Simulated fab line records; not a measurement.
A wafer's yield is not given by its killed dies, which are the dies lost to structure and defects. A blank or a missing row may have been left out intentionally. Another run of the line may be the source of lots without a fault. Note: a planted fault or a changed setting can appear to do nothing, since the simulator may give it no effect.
fab line records / flow sky130
record: lots: 6 wafers: 18 lastDay: 50
route steps=708 shown METAL4@635 VIA4@639
lots untouched by any fault: they come from a run of this same line in which no faults occurred
startH: hours from the record's opening day to when the first of the lot's shown wafers began / waitH: hours elapsed since this lot's preceding step / " identical to the entry in the row above / L1.1+2: several wafers, shown together as one row / - no value, or no start was given / * or withheld: withheld / < > ~ a bound
route shown NAME@n: NAME is a module with steps in the file, n the number in the route of the first one / usual: mean/standard deviation of fault-free wafers / same: alike in all rows / chamber/n: place in a boat / sites: each site's reading / _std_site: their standard deviation / _edge_site: inner sites' mean taken away from outer sites' mean / radiusMm: for every site, how far away it sits from the centre of the wafer / mask NAME#n: copy n / behind: tool/chamber where the wafer was last shaped / hold: why the lot went on hold/how many hours it stayed there/how the hold came to an end / device: transistor that didn't switch, given as n, p or np / end of line: tests of these same wafers at the route's end / where a step has no rows: the recipe by itself / killed: at the first sort, the dies lost to defects and structure; wafer yield is something else / map: dies across one wafer; x = killed, . = not, _ = none there
set.NAME: the setting as run; set.NAME@STEP: as run at that earlier step / model.NAME: the simulator's own value behind a step, which no gauge read
certain route steps with their lots: each step a table, each wafer a row
services: the hour from which a tool's chamber was out of use, counted from the record's first day as startH (under 0 if before that day), plus the number of hours and why
== steps ==
step: SKY_METAL4_STRIP_19
recipe: chemistry: O2/N2 powerW: 1400 pressureMtorr: 1500 platenTempC: withheld o2FlowSccm: 3000 n2FlowSccm: 300 overashFraction: 0.5
usual: drypumpMotorCurrentA: 5.8/0.38 n2FlowSccm: 300.0/0.84 oesProductAu: 0.501/0.0054 stripTimeToEndpointS: 6.51/0.074
lot.wafer=L383.1 tool=plasmaAsher-01 chamber=1 startH=1001.23 waitH=0.1 drypumpMotorCurrentA=5.6 n2FlowSccm=299.7 oesProductAu=0.501 rfHoursCounterH=25 stripTimeToEndpointS=6.46
lot.wafer=L383.4 tool=plasmaAsher-01 chamber=1 startH=1001.23 waitH=0.1 drypumpMotorCurrentA=5.6 n2FlowSccm=300.0 oesProductAu=0.494 rfHoursCounterH=- stripTimeToEndpointS=6.49
lot.wafer=L383.6 tool=plasmaAsher-01 chamber=1 startH=1001.23 waitH=0.1 drypumpMotorCurrentA=5.6 n2FlowSccm=301.1 oesProductAu=0.491 rfHoursCounterH=- stripTimeToEndpointS=6.41
lot.wafer=L390.1 tool=plasmaAsher-03 chamber=1 startH=1029.93 waitH=0.1 drypumpMotorCurrentA=5.3 n2FlowSccm=299.8 oesProductAu=0.504 rfHoursCounterH=95 stripTimeToEndpointS=6.41
lot.wafer=L390.5 tool=plasmaAsher-03 chamber=1 startH=1029.93 waitH=0.1 drypumpMotorCurrentA=5.3 n2FlowSccm=300.4 oesProductAu=0.492 rfHoursCounterH=- stripTimeToEndpointS=6.39
lot.wafer=L390.6 tool=plasmaAsher-03 chamber=0 startH=1029.93 waitH=0.1 drypumpMotorCurrentA=5.8 n2FlowSccm=299.3 oesProductAu=0.498 rfHoursCounterH=- stripTimeToEndpointS=6.42
lot.wafer=L395.3 tool=plasmaAsher-03 chamber=0 startH=1059.84 waitH=0.1 drypumpMotorCurrentA=5.8 n2FlowSccm=300.6 oesProductAu=0.510 rfHoursCounterH=- stripTimeToEndpointS=6.59
lot.wafer=L395.4 tool=plasmaAsher-03 chamber=1 startH=1059.84 waitH=0.1 drypumpMotorCurrentA=5.3 n2FlowSccm=300.1 oesProductAu=0.509 rfHoursCounterH=- stripTimeToEndpointS=6.59
lot.wafer=L395.5 tool=plasmaAsher-03 chamber=1 startH=1059.84 waitH=0.1 drypumpMotorCurrentA=5.3 n2FlowSccm=300.8 oesProductAu=0.504 rfHoursCounterH=- stripTimeToEndpointS=6.54
lot.wafer=L396.3 tool=plasmaAsher-03 chamber=0 startH=1060.97 waitH=0.2 drypumpMotorCurrentA=5.8 n2FlowSccm=299.8 oesProductAu=0.494 rfHoursCounterH=- stripTimeToEndpointS=6.49
lot.wafer=L396.4 tool=plasmaAsher-03 chamber=1 startH=1060.97 waitH=0.2 drypumpMotorCurrentA=5.3 n2FlowSccm=297.8 oesProductAu=0.505 rfHoursCounterH=- stripTimeToEndpointS=6.57
lot.wafer=L396.6 tool=plasmaAsher-03 chamber=0 startH=1060.97 waitH=0.2 drypumpMotorCurrentA=5.8 n2FlowSccm=299.2 oesProductAu=0.507 rfHoursCounterH=- stripTimeToEndpointS=6.56
lot.wafer=L405.3 tool=plasmaAsher-01 chamber=1 startH=1113.36 waitH=0.1 drypumpMotorCurrentA=5.6 n2FlowSccm=299.5 oesProductAu=0.502 rfHoursCounterH=- stripTimeToEndpointS=6.52
lot.wafer=L405.4 tool=plasmaAsher-01 chamber=0 startH=1113.36 waitH=0.1 drypumpMotorCurrentA=6.1 n2FlowSccm=301.5 oesProductAu=0.498 rfHoursCounterH=- stripTimeToEndpointS=6.46
lot.wafer=L405.6 tool=plasmaAsher-01 chamber=0 startH=1113.36 waitH=0.1 drypumpMotorCurrentA=6.1 n2FlowSccm=300.4 oesProductAu=0.498 rfHoursCounterH=- stripTimeToEndpointS=6.47
lot.wafer=L406.1 tool=plasmaAsher-01 chamber=1 startH=1123.58 waitH=0.1 drypumpMotorCurrentA=5.5 n2FlowSccm=299.2 oesProductAu=0.501 rfHoursCounterH=38 stripTimeToEndpointS=6.47
lot.wafer=L406.2 tool=plasmaAsher-01 chamber=0 startH=1123.58 waitH=0.1 drypumpMotorCurrentA=6.1 n2FlowSccm=299.0 oesProductAu=0.497 rfHoursCounterH=38 stripTimeToEndpointS=6.46
lot.wafer=L406.4 tool=plasmaAsher-01 chamber=0 startH=1123.58 waitH=0.1 drypumpMotorCurrentA=6.1 n2FlowSccm=299.9 oesProductAu=0.499 rfHoursCounterH=- stripTimeToEndpointS=6.48
step: SKY_METAL4_STRIP_20
recipe: chemistry: postEtchResidueRemover timeS: 1200 tempC: 72.5
step: SKY_METAL4_CLEAN_21
recipe: chemistry: IPA timeS: 180 tempC: 25
step: SKY_METAL4_CLEAN_22
recipe: chemistry: O3/DIW dry: n2Spin
step: SKY_VIA4_HDPCVD_00
recipe: material: SiO2 targetThkNm: 1750 sigmaOpenFrac: 0.3 timeS: 291.7 tempC: 400 sih4FlowSccm: 60 pressureMtorr: 6
step: SKY_VIA4_THK_MEAS_01
recipe: reads: SiO2_of_VIA4_HDPCVD_00
usual: VIA4_HDPCVD_THK: 1760/17
lot.wafer=L383.1 tool=filmMetro-04 chamber=- startH=1002.03 waitH=0.1 VIA4_HDPCVD_THK[nm]=1733
lot.wafer=L383.4 tool=filmMetro-04 chamber=- startH=1002.03 waitH=0.1 VIA4_HDPCVD_THK[nm]=1741
lot.wafer=L383.6 tool=filmMetro-04 chamber=- startH=1002.03 waitH=0.1 VIA4_HDPCVD_THK[nm]=1753
lot.wafer=L390.1 tool=filmMetro-04 chamber=- startH=1030.70 waitH=0.1 VIA4_HDPCVD_THK[nm]=1780
lot.wafer=L390.5 tool=filmMetro-04 chamber=- startH=1030.70 waitH=0.1 VIA4_HDPCVD_THK[nm]=1772
lot.wafer=L390.6 tool=filmMetro-04 chamber=- startH=1030.70 waitH=0.1 VIA4_HDPCVD_THK[nm]=1783
lot.wafer=L395.3 tool=filmMetro-02 chamber=- startH=1060.60 waitH=0.1 VIA4_HDPCVD_THK[nm]=1736
lot.wafer=L395.4 tool=filmMetro-02 chamber=- startH=1060.60 waitH=0.1 VIA4_HDPCVD_THK[nm]=1758
lot.wafer=L395.5 tool=filmMetro-02 chamber=- startH=1060.60 waitH=0.1 VIA4_HDPCVD_THK[nm]=1752
lot.wafer=L396.3 tool=filmMetro-02 chamber=- startH=1061.73 waitH=0.1 VIA4_HDPCVD_THK[nm]=1778
lot.wafer=L396.4 tool=filmMetro-02 chamber=- startH=1061.73 waitH=0.1 VIA4_HDPCVD_THK[nm]=1751
lot.wafer=L396.6 tool=filmMetro-02 chamber=- startH=1061.73 waitH=0.1 VIA4_HDPCVD_THK[nm]=1754
lot.wafer=L405.3 tool=filmMetro-01 chamber=- startH=1114.12 waitH=0.1 VIA4_HDPCVD_THK[nm]=1774
lot.wafer=L405.4 tool=filmMetro-01 chamber=- startH=1114.12 waitH=0.1 VIA4_HDPCVD_THK[nm]=1738
lot.wafer=L405.6 tool=filmMetro-01 chamber=- startH=1114.12 waitH=0.1 VIA4_HDPCVD_THK[nm]=1747
lot.wafer=L406.1 tool=filmMetro-01 chamber=- startH=1124.39 waitH=0.1 VIA4_HDPCVD_THK[nm]=1758
lot.wafer=L406.2 tool=filmMetro-01 chamber=- startH=1124.39 waitH=0.1 VIA4_HDPCVD_THK[nm]=1750
lot.wafer=L406.4 tool=filmMetro-01 chamber=- startH=1124.39 waitH=0.1 VIA4_HDPCVD_THK[nm]=1762
step: SKY_VIA4_CMP_02
recipe: material: SiO2 downForcePsi: 4 platenRpm: 60 padVelocityMS: 0.94248
usual: headPressurePsi: 4.000/0.008 motorCurrentA: 11.7/0.68
lot.wafer=L383.1 tool=cmp-01 chamber=1 startH=1002.14 waitH=0.1 headPressurePsi=4.015 motorCurrentA=11.6
lot.wafer=L383.4 tool=cmp-01 chamber=2 startH=1002.14 waitH=0.1 headPressurePsi=4.003 motorCurrentA=11.7
lot.wafer=L383.6 tool=cmp-01 chamber=1 startH=1002.14 waitH=0.1 headPressurePsi=4.013 motorCurrentA=11.8
lot.wafer=L390.1 tool=cmp-02 chamber=0 startH=1030.86 waitH=0.1 headPressurePsi=3.994 motorCurrentA=12.2
lot.wafer=L390.6 tool=cmp-02 chamber=2 startH=1030.86 waitH=0.1 headPressurePsi=4.008 motorCurrentA=11.4
lot.wafer=L390.5 tool=cmp-02 chamber=3 startH=1030.86 waitH=0.1 headPressurePsi=4.009 motorCurrentA=11.7
lot.wafer=L395.3 tool=cmp-02 chamber=0 startH=1060.64 waitH=0.0 headPressurePsi=4.001 motorCurrentA=12.8
lot.wafer=L395.4 tool=cmp-02 chamber=3 startH=1060.64 waitH=0.0 headPressurePsi=4.003 motorCurrentA=11.5
lot.wafer=L395.5 tool=cmp-02 chamber=1 startH=1060.64 waitH=0.0 headPressurePsi=3.996 motorCurrentA=12.6
lot.wafer=L396.3 tool=cmp-02 chamber=0 startH=1061.77 waitH=0.0 headPressurePsi=4.001 motorCurrentA=11.6
lot.wafer=L396.4 tool=cmp-02 chamber=3 startH=1061.77 waitH=0.0 headPressurePsi=3.997 motorCurrentA=11.1
lot.wafer=L396.6 tool=cmp-02 chamber=0 startH=1061.77 waitH=0.0 headPressurePsi=3.988 motorCurrentA=12.0
lot.wafer=L405.4 tool=cmp-01 chamber=0 startH=1114.16 waitH=0.0 headPressurePsi=4.005 motorCurrentA=12.5
lot.wafer=L405.3 tool=cmp-01 chamber=2 startH=1114.16 waitH=0.0 headPressurePsi=4.001 motorCurrentA=11.3
lot.wafer=L405.6 tool=cmp-01 chamber=1 startH=1114.16 waitH=0.0 headPressurePsi=3.991 motorCurrentA=11.6
lot.wafer=L406.2 tool=cmp-02 chamber=1 startH=1124.45 waitH=0.0 headPressurePsi=3.995 motorCurrentA=12.7
lot.wafer=L406.1 tool=cmp-02 chamber=2 startH=1124.45 waitH=0.0 headPressurePsi=4.007 motorCurrentA=11.2
lot.wafer=L406.4 tool=cmp-02 chamber=3 startH=1124.45 waitH=0.0 headPressurePsi=3.998 motorCurrentA=11.5
step: SKY_VIA4_BOW_MEAS_03
recipe: mode: bow
usual: VIA4_BOW: 80/8
lot.wafer=L383.1 tool=filmMetro-02 chamber=- startH=1002.39 waitH=0.2 VIA4_BOW[um]=78
lot.wafer=L383.4 tool=filmMetro-02 chamber=- startH=1002.39 waitH=0.2 VIA4_BOW[um]=70
lot.wafer=L383.6 tool=filmMetro-02 chamber=- startH=1002.39 waitH=0.2 VIA4_BOW[um]=88
lot.wafer=L390.1 tool=filmMetro-02 chamber=- startH=1031.06 waitH=0.1 VIA4_BOW[um]=93
lot.wafer=L390.5 tool=filmMetro-02 chamber=- startH=1031.06 waitH=0.1 VIA4_BOW[um]=92
lot.wafer=L390.6 tool=filmMetro-02 chamber=- startH=1031.06 waitH=0.1 VIA4_BOW[um]=84
lot.wafer=L395.3 tool=filmMetro-04 chamber=- startH=1060.98 waitH=0.3 VIA4_BOW[um]=88
lot.wafer=L395.4 tool=filmMetro-04 chamber=- startH=1060.98 waitH=0.3 VIA4_BOW[um]=72
lot.wafer=L395.5 tool=filmMetro-04 chamber=- startH=1060.98 waitH=0.3 VIA4_BOW[um]=87
lot.wafer=L396.3 tool=filmMetro-02 chamber=- startH=1062.11 waitH=0.3 VIA4_BOW[um]=78
lot.wafer=L396.4 tool=filmMetro-02 chamber=- startH=1062.11 waitH=0.3 VIA4_BOW[um]=80
lot.wafer=L396.6 tool=filmMetro-02 chamber=- startH=1062.11 waitH=0.3 VIA4_BOW[um]=89
lot.wafer=L405.3 tool=filmMetro-04 chamber=- startH=1114.50 waitH=0.2 VIA4_BOW[um]=84
lot.wafer=L405.4 tool=filmMetro-04 chamber=- startH=1114.50 waitH=0.2 VIA4_BOW[um]=79
lot.wafer=L405.6 tool=filmMetro-04 chamber=- startH=1114.50 waitH=0.2 VIA4_BOW[um]=77
lot.wafer=L406.1 tool=filmMetro-04 chamber=- startH=1124.75 waitH=0.2 VIA4_BOW[um]=83
lot.wafer=L406.2 tool=filmMetro-04 chamber=- startH=1124.75 waitH=0.2 VIA4_BOW[um]=86
lot.wafer=L406.4 tool=filmMetro-04 chamber=- startH=1124.75 waitH=0.2 VIA4_BOW[um]=81
step: SKY_VIA4_DEHYDRATE_04
recipe: tempC: 200 timeS: 60
step: SKY_VIA4_HMDS_05
recipe: primeTimeS: 60 primeTempC: 120
step: SKY_VIA4_COAT_06
recipe: resist: NOVOLAK spinRpm: 3000 resistThkNm: 1140
step: SKY_VIA4_SOFTBAKE_07
recipe: tempC: 90 timeS: 60 resist: NOVOLAK
step: SKY_VIA4_EXPOSE_08
recipe: maskId: VIM4 na: 0.6 sourceShape: conventional sigmaOuter: 0.6 polarization: unpolarized targetCdNm: 800 doseMj: 132
usual: exposureDoseMJCm2: 132.04/0.12 focusOffsetNm: 0.0/0.55 stageVelMmS: 499.99/0.22
lot.wafer=L383.1 tool=ilineStepper-02 chamber=0 startH=1013.97 waitH=- mask=VIM4#0 exposureDoseMJCm2=132.06 focusOffsetNm=-0.8 stageVelMmS=500.16
lot.wafer=L383.4 tool=ilineStepper-02 chamber=0 startH=1013.97 waitH=- mask=VIM4#0 exposureDoseMJCm2=131.89 focusOffsetNm=0.1 stageVelMmS=500.06
lot.wafer=L383.6 tool=ilineStepper-02 chamber=0 startH=1013.97 waitH=- mask=VIM4#0 exposureDoseMJCm2=131.88 focusOffsetNm=-0.2 stageVelMmS=500.33
lot.wafer=L390.1 tool=ilineStepper-01 chamber=0 startH=1041.75 waitH=- mask=VIM4#0 exposureDoseMJCm2=132.19 focusOffsetNm=-0.1 stageVelMmS=500.16
lot.wafer=L390.5 tool=ilineStepper-01 chamber=0 startH=1041.75 waitH=- mask=VIM4#0 exposureDoseMJCm2=132.07 focusOffsetNm=0.2 stageVelMmS=500.10
lot.wafer=L390.6 tool=ilineStepper-01 chamber=0 startH=1041.75 waitH=- mask=VIM4#0 exposureDoseMJCm2=132.10 focusOffsetNm=0.4 stageVelMmS=499.78
lot.wafer=L395.3 tool=ilineStepper-01 chamber=- startH=1069.69 waitH=- mask=VIM4#0 exposureDoseMJCm2=- focusOffsetNm=- stageVelMmS=-
lot.wafer=L395.4 tool=ilineStepper-01 chamber=- startH=1069.69 waitH=- mask=VIM4#0 exposureDoseMJCm2=- focusOffsetNm=- stageVelMmS=-
lot.wafer=L395.5 tool=ilineStepper-01 chamber=- startH=1069.69 waitH=- mask=VIM4#0 exposureDoseMJCm2=- focusOffsetNm=- stageVelMmS=-
lot.wafer=L396.3 tool=ilineStepper-02 chamber=- startH=1071.01 waitH=- mask=VIM4#0 exposureDoseMJCm2=- focusOffsetNm=- stageVelMmS=-
lot.wafer=L396.4 tool=ilineStepper-02 chamber=- startH=1071.01 waitH=- mask=VIM4#0 exposureDoseMJCm2=- focusOffsetNm=- stageVelMmS=-
lot.wafer=L396.6 tool=ilineStepper-02 chamber=- startH=1071.01 waitH=- mask=VIM4#0 exposureDoseMJCm2=- focusOffsetNm=- stageVelMmS=-
lot.wafer=L405.3 tool=ilineStepper-01 chamber=0 startH=1124.93 waitH=- mask=VIM4#0 exposureDoseMJCm2=131.91 focusOffsetNm=0.2 stageVelMmS=500.15
lot.wafer=L405.4 tool=ilineStepper-01 chamber=0 startH=1124.93 waitH=- mask=VIM4#0 exposureDoseMJCm2=131.96 focusOffsetNm=0.5 stageVelMmS=499.78
lot.wafer=L405.6 tool=ilineStepper-01 chamber=0 startH=1124.93 waitH=- mask=VIM4#0 exposureDoseMJCm2=131.86 focusOffsetNm=0.3 stageVelMmS=499.78
lot.wafer=L406.1 tool=ilineStepper-01 chamber=0 startH=1133.60 waitH=- mask=VIM4#0 exposureDoseMJCm2=131.86 focusOffsetNm=0.3 stageVelMmS=500.10
lot.wafer=L406.2 tool=ilineStepper-01 chamber=0 startH=1133.60 waitH=- mask=VIM4#0 exposureDoseMJCm2=131.91 focusOffsetNm=-0.3 stageVelMmS=499.97
lot.wafer=L406.4 tool=ilineStepper-01 chamber=0 startH=1133.60 waitH=- mask=VIM4#0 exposureDoseMJCm2=131.98 focusOffsetNm=-0.2 stageVelMmS=500.00
step: SKY_VIA4_PEB_09
recipe: tempC: withheld timeS: * resist: NOVOLAK
== services ==
tool=cmp-02 chamber=- startH=981.47 hours=1.7 kind=repair
tool=ilineStepper-02 chamber=- startH=989.92 hours=4.4 kind=pm
tool=cmp-02 chamber=- startH=992.62 hours=1.0 kind=repair
tool=cmp-02 chamber=- startH=1008.91 hours=1.1 kind=repair
tool=plasmaAsher-01 chamber=- startH=1019.67 hours=1.0 kind=repair
tool=ilineStepper-02 chamber=- startH=1026.71 hours=2.7 kind=repair
tool=plasmaAsher-03 chamber=- startH=1046.76 hours=0.8 kind=repair
tool=ilineStepper-02 chamber=- startH=1066.74 hours=1.7 kind=pm
tool=ilineStepper-02 chamber=0 startH=1071.82 hours=- kind=calibration
tool=cmp-02 chamber=- startH=1084.26 hours=4.0 kind=pm
tool=plasmaAsher-03 chamber=- startH=1084.36 hours=4.3 kind=repair
tool=cmp-02 chamber=- startH=1088.26 hours=- kind=consumableReplace:conditioner
tool=cmp-02 chamber=- startH=1088.26 hours=- kind=consumableReplace:pad
tool=ilineStepper-01 chamber=- startH=1117.47 hours=1.7 kind=pm
== key ==
firstSign: step: SKY_VIA4_EXPOSE_08 reading: toolRecord direction: missing
effect none on later readings
metAt SKY_VIA4_EXPOSE_08
struckWafers L395.3,L395.4,L395.5,L396.3,L396.4,L396.6
laterRowsLeftOut L395.3,L395.4,L395.5,L396.3,L396.4,L396.6
sortLeftOut L395.3,L395.4,L395.5,L396.3,L396.4,L396.6
testerLeftOut L395
onsetBetween 1041.75 1069.69
earlierFault: kind: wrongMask tool: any chamber: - onsetH: 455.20 steps: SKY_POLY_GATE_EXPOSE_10 auxCopy: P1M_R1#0 cdOffsetNm: 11 scope: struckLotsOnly
fault: kind: skippedStepWhole tool: ilineStepper-01,ilineStepper-02 chamber: - onsetH: 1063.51 steps: SKY_VIA4_EXPOSE_08 scope: struckLotsOnly
testerLeftOut: of these lots the tester's yield and bins aren't shown, on N5 and GAA mostly nor the transistor test; their killed dies are dies lost to structure and defects alone, not to doping, threshold or leakage, so they don't give the yield
sortLeftOut: the simulated sort isn't trusted on such a fault, so these wafers' sort isn't shown, and their yield isn't known
laterRowsLeftOut: the simulator's readings of these wafers behind a module that went badly wrong aren't trusted and aren't shown, but for the sort
